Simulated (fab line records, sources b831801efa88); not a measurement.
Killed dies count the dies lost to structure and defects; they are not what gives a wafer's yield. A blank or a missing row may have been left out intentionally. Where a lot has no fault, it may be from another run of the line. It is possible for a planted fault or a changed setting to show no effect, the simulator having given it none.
Chamber matching    flow gf180mcu    3 sister chambers for GF_V4_CVD_02 on pecvd-01
The step deposits SiO2 from TEOS, target thk 850 nm, time 94.851 s. 14 wafers are shown with their chamber, then 7 later ones without.

## WAFERS WITH THEIR CHAMBER
wafer   chamber  heaterPowerW (W)
L571.2  2        662
L571.4  1        590
L571.6  0        675
L575.2  2        632
L575.5  0        638
L575.6  2        681
L576.1  0        641
L576.4  1        583
L576.5  0        657
L578.1  2        691
L578.2  0        677
L578.6  2        599
L579.3  0        646
L579.5  0        705

SIGNATURES (means of the wafers above)
reading       chamber 0  chamber 1  chamber 2  scatter within a chamber
heaterPowerW  662.71     586.50     653.00     29
Rule: a wafer's distance from a chamber is the root of the sum, over the readings, of the square of ((its reading less the chamber's mean) divided by the reading's scatter). If the next closest chamber is less than 2 further off than the closest, the wafer can't be placed; otherwise it belongs to the closest. How the scatter is found: for the shown wafers, subtract from each reading the mean of its chamber, square and add these, divide the total by (wafers less chambers), then take the root.

## WAFERS WITHOUT THEIR CHAMBER
wafer   heaterPowerW (W)
L579.6  667
L582.2  617
L582.3  595
L582.4  637
L594.2  591
L594.3  742
L594.6  548

## WHICH CHAMBER EACH WENT THROUGH
wafer    from the rows above            in truth
L579.6   can't be placed: 0 or 2        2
L582.2   can't be placed: 1 or 2 or 0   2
L582.3   can't be placed: 1 or 2        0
L582.4   can't be placed: 2 or 0 or 1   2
L594.2   can't be placed: 1 or 2        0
L594.3   can't be placed: 0 or 2        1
L594.6   1                              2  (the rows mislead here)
Placed correctly: 0 of 7. Cannot be placed on the basis of these rows: 6; the candidates contain the true chamber in 3. Wrongly placed: 1.
